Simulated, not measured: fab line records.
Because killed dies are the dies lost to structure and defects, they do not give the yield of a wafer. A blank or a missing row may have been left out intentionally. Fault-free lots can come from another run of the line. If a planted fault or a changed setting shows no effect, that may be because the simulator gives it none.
The same fault as seen by 2 desks + flow sky130 + only its own numbers are on each desk; what lay behind them is given at the end

== THE TOOL OWNER'S DESK: plasma asher-03 ==
The tool's own readings at SKY_SD_N_STRIP_11 (strips in O2/N2): means of the sampled wafers that have a number, for each lot that ran on this tool. A lot is out of limits, marked OUT, if its mean lies more than 4 standard deviations from the usual mean; the brackets give that distance.
Columns: A = drypump motor current A at SKY_SD_N_STRIP_11, usual 6.0 A; B = oes product au at SKY_SD_N_STRIP_11, usual 0.527 a.u.; C = strip time to endpoint s at SKY_SD_N_STRIP_11, usual 22.54 s
| lot  | first seen here | A   | B               | C     |
|------|-----------------|-----|-----------------|-------|
| L466 | day 28 01:05    | 6.1 | 0.524           | 22.55 |
| L467 | day 28 11:59    | 6.4 | 0.527           | 22.52 |
| L470 | day 29 15:44    | 6.1 | 0.529           | 22.52 |
| L471 | day 29 23:28    | 6.1 | 0.526           | 22.54 |
| L472 | day 30 08:47    | 6.5 | 0.304 (-48) OUT | -     |
| L479 | day 32 23:20    | 5.8 | 0.525           | 22.52 |
| L489 | day 35 17:40    | 6.4 | 0.530           | 22.55 |
This desk finds L472 out of limits, L472 being first, at day 30 08:47 (oes product au at SKY_SD_N_STRIP_11). In limits: L466, L467, L470, L471, L479, L489.

== METROLOGY DESK ==
Lot by lot, what the gauges showed, no matter which tool ran the lot: averages of those sampled wafers that carry a number. A lot is out of limits, marked OUT, if its mean lies more than 4 standard deviations from the usual mean; the brackets give that distance.
Columns: A = SD_N_OVL at SKY_SD_N_OVL_MEAS_08, usual -1.5 nm; B = cd nm at SKY_LI_CONTACT_CD_MEAS_12, usual 170.1 nm
| lot  | first seen here | A    | B     |
|------|-----------------|------|-------|
| L466 | day 28 00:45    | -0.7 | 171.3 |
| L467 | day 28 11:39    | -2.6 | 170.3 |
| L470 | day 29 15:24    | -3.2 | 172.0 |
| L471 | day 29 23:07    | -1.6 | 169.9 |
| L472 | day 30 08:27    | -3.7 | 168.5 |
| L476 | day 31 18:09    | -1.1 | 169.4 |
| L479 | day 32 23:00    | -1.6 | 172.0 |
| L482 | day 33 16:31    | -2.1 | 172.3 |
| L483 | day 33 17:20    | -1.1 | 170.8 |
| L484 | day 33 21:42    | -2.4 | 171.3 |
| L486 | day 34 20:09    | -2.0 | 168.9 |
| L487 | day 35 08:08    | -0.4 | 171.7 |
| L489 | day 35 17:20    | -1.2 | 167.9 |
This desk's finding: nothing out of limits on any of the 13 lots.

== TAKEN TOGETHER ==
At day 30 08:47, on L472, the tool owner's desk was in a position to raise an alarm.
From the metrology desk's view, nothing was out of limits.
The metrology desk has L472 on record, within its limits.
The lots listed all ran SKY_SD_N_STRIP_11 on plasma asher-03.

== WHAT WAS PUT IN BY THE SIMULATOR ==
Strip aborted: plasma asher-03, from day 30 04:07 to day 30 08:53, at SKY_SD_N_STRIP_11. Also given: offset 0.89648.
Shown lots that were struck: L472.
Delay in hours, fault start to first out-of-limits reading, by desk: the tool owner's desk at 5.
